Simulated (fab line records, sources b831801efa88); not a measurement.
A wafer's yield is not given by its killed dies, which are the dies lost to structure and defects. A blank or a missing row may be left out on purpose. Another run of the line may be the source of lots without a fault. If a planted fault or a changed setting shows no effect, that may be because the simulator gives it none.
2 desks, one fault ; flow gf180mcu ; only its own numbers are on each desk; what lay behind them is given at the end

== THE METROLOGY DESK ==
What the gauges read for every lot (on any tool): the sampled wafers with a number, averaged. A lot is out of limits, marked OUT, if its mean lies more than 4 standard deviations from the usual mean; the brackets give that distance.
Columns: A = cd-nm at GF_POLY_GATE_CD_MEAS_18, usual 280.7 nm; B = SAB_CVD_00_THK at GF_SAB_THK_MEAS_01, usual 50.2 nm; C = V2_BOW at GF_V2_BOW_MEAS_05, usual 99 um
lot;first seen here;A;B;C
L925;day 9 15:59;280.9;50.1;93
L927;day 10 10:13;280.1;50.3;97
L930;day 11 05:34;278.3;50.2;98
L931;day 11 10:26;281.8;49.6;99
L932;day 11 20:52;279.8;50.4;104
L933;day 12 01:50;281.9;53.2 (+5.2) OUT;112
L934;day 12 12:07;278.9;49.7;106
L935;day 12 14:14;278.8;51.2;102
L942;day 14 22:33;281.5;50.0;101
L943;day 15 09:30;280.6;50.0;93
L944;day 15 15:34;280.9;50.0;101
L945;day 15 19:41;281.4;49.9;95
L946;day 16 03:01;281.4;50.0;114
This desk reports L933 out of limits; the earliest was L933 at day 17 14:07 (SAB_CVD_00_THK at GF_SAB_THK_MEAS_01). L925, L927, L930, L931, L932, L934, L935, L942, L943, L944, L945, L946 stayed within limits.

== TOOL OWNER'S DESK, pecvd-02 ==
The tool's own readings at GF_SAB_CVD_00 (deposits SiO2 from TEOS, target thk 50 nm, time 4.9302 s): means of the sampled wafers that have a number, for each lot that ran on this tool. A lot is out of limits, marked OUT, if its mean lies more than 4 standard deviations from the usual mean; the brackets give that distance.
Columns: A = heater-power-outer-w at GF_SAB_CVD_00, usual 390 W; B = heater-power-w at GF_SAB_CVD_00, usual 667 W
lot;first seen here;A;B
L930;day 16 14:32;359;613
L932;day 17 08:50;345;590
L933;day 17 14:05;309;536
L935;day 18 05:11;304;556
L943;day 21 10:47;378;646
L946;day 22 04:33;361;624
This desk's finding: nothing out of limits on any of the 6 lots.

== BROUGHT TOGETHER ==
Metrology desk: alarm possible at day 17 14:07 on L933.
The tool owner's desk saw nothing out of limits.
Tool owner's desk: L933 on record, inside its limits.
Of the lots named, all ran GF_SAB_CVD_00 on pecvd-02.

== WHAT HAD BEEN PUT IN BY THE SIMULATOR ==
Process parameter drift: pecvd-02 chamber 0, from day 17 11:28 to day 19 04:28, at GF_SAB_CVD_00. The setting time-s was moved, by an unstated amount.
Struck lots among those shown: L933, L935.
Per desk, hours elapsed from the start of the fault to the first reading out of limits: for the metrology desk, 3.
